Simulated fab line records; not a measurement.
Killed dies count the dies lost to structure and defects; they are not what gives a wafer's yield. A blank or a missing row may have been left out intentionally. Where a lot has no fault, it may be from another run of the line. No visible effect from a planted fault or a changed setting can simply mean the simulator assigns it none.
Which of the tools did it? | flow sky130 | Sampling: 24 lots, 72 wafers, 2 of 708 route steps

## WHAT THE GAUGES READ, wafer by wafer
SKY_LOCAL_INTERCONNECT_THK_MEAS_02: measures by xrf. Usual: LOCAL_INTERCONNECT_TIN_THK 102.8 nm, standard deviation 1.2.
lot  | measured     | on            | LOCAL_INTERCONNECT_TIN_THK (nm) | flag
L074 | day 28 23:44 | film-metro-02 | 102.5 101.2 100.5               |
L075 | day 29 09:26 | film-metro-04 | 102.2 101.0 101.7               |
L076 | day 29 13:41 | film-metro-02 | 101.9 102.9 103.3               |
L077 | day 30 04:10 | film-metro-04 | 101.8 103.1 102.3               |
L078 | day 30 13:25 | film-metro-04 | 102.4 102.9 102.7               |
L079 | day 30 15:22 | film-metro-02 | 101.6 103.8 103.5               |
L080 | day 31 07:53 | film-metro-02 | 103.7 101.1 101.5               |
L081 | day 31 15:50 | film-metro-02 | 102.6 103.2 103.7               |
L082 | day 31 21:31 | film-metro-04 | 102.8 103.6 103.8               |
L083 | day 32 05:40 | film-metro-04 | 103.5 104.4 102.2               |
L084 | day 32 13:57 | film-metro-04 | 103.1 102.8 102.3               |
L085 | day 32 22:31 | film-metro-01 | 104.5 105.6 105.5               |
L086 | day 33 09:52 | film-metro-02 | 100.7 100.9 102.3               |
L087 | day 33 21:28 | film-metro-02 | 101.7 102.6 102.0               |
L089 | day 34 02:16 | film-metro-02 | 103.1 102.2 102.7               |
L088 | day 34 03:34 | film-metro-01 | 104.7 104.3 105.7               |
L091 | day 34 21:11 | film-metro-02 | 101.0 99.9 99.5                 |
L092 | day 34 23:32 | film-metro-02 | 102.9 103.7 102.0               |
L090 | day 34 23:53 | film-metro-02 | 101.6 102.0 101.2               |
L093 | day 35 06:49 | film-metro-04 | 101.8 104.7 103.9               |
L094 | day 35 13:30 | film-metro-01 | 102.2 103.0 103.3               |
L095 | day 36 00:04 | film-metro-01 | 104.1 102.3 104.5               |
L096 | day 36 02:38 | film-metro-01 | 103.7 103.7 103.8               |
L097 | day 36 11:07 | film-metro-04 | 104.2 102.0 103.7               |

SKY_CONTACT_RS_MEAS_25: the measuring method here is four-point-probe. Usual: CONTACT_W_RS 0.340 ohm/sq, standard deviation 0.0037.
lot  | measured     | on            | CONTACT_W_RS (ohm/sq) | flag
L074 | day 31 09:26 | film-metro-01 | 0.341 0.337 0.342     |
L075 | day 31 19:19 | film-metro-03 | 0.344 0.343 0.342     |
L076 | day 31 23:19 | film-metro-04 | 0.341 0.343 0.339     |
L077 | day 32 12:56 | film-metro-01 | 0.340 0.337 0.334     |
L078 | day 32 22:17 | film-metro-04 | 0.339 0.333 0.336     |
L079 | day 32 23:34 | film-metro-01 | 0.345 0.338 0.339     |
L080 | day 33 15:56 | film-metro-04 | 0.338 0.338 0.339     |
L081 | day 33 23:26 | film-metro-04 | 0.341 0.341 0.340     |
L082 | day 34 05:32 | film-metro-03 | 0.344 0.344 0.346     |
L083 | day 34 14:28 | film-metro-04 | 0.342 0.340 0.344     |
L084 | day 34 21:35 | film-metro-03 | 0.341 0.336 0.341     |
L085 | day 35 06:16 | film-metro-04 | 0.340 0.343 0.339     |
L086 | day 35 16:56 | film-metro-04 | 0.338 0.334 0.341     |
L087 | day 36 04:26 | film-metro-04 | 0.342 0.345 0.340     |
L089 | day 36 08:43 | film-metro-04 | 0.343 0.337 0.336     |
L088 | day 36 11:01 | film-metro-01 | 0.338 0.338 0.334     |
L091 | day 37 04:45 | film-metro-03 | 0.343 0.342 0.346     |
L092 | day 37 06:58 | film-metro-03 | 0.339 0.338 0.340     |
L090 | day 37 08:26 | film-metro-04 | 0.344 0.344 0.346     |
L093 | day 37 13:43 | film-metro-04 | 0.338 0.338 0.339     |
L094 | day 37 21:26 | film-metro-04 | 0.339 0.340 0.334     |
L095 | day 38 07:19 | film-metro-03 | 0.345 0.345 0.347     |
L096 | day 38 09:54 | film-metro-04 | 0.343 0.345 0.342     |
L097 | day 38 17:59 | film-metro-01 | 0.336 0.332 0.331     |

## WHICH TOOL RAN EACH LOT (tool, then ch and the chambers of the sampled wafers, then the start)
Record: no process step prior to these readings.

## WHAT THE TOOLS THEMSELVES READ (means of the sampled wafers that have a number; where no wafer has one, the mark that the record gives instead)
The record holds no such reading with a usual standard deviation.

## THE ANSWER, worked out from the rows above alone
Rule: a lot is off if the mean of its wafers that have a number lies more than 3 standard deviations from the usual mean. A lot without any number at a reading at which 4 lots or more have one is off too. Any other lot the step has rows for is counted as sound. Order of review: gauges by route order, followed by the tools' own readings, for which a lot's mean as printed above is used. At the first step where some lot is off, the reading lying furthest off is the one used; lots without a number count as furthest.
No lot is off at any reading shown: from this, nothing can be told.

## WHAT HAD BEEN PUT IN BY THE SIMULATOR
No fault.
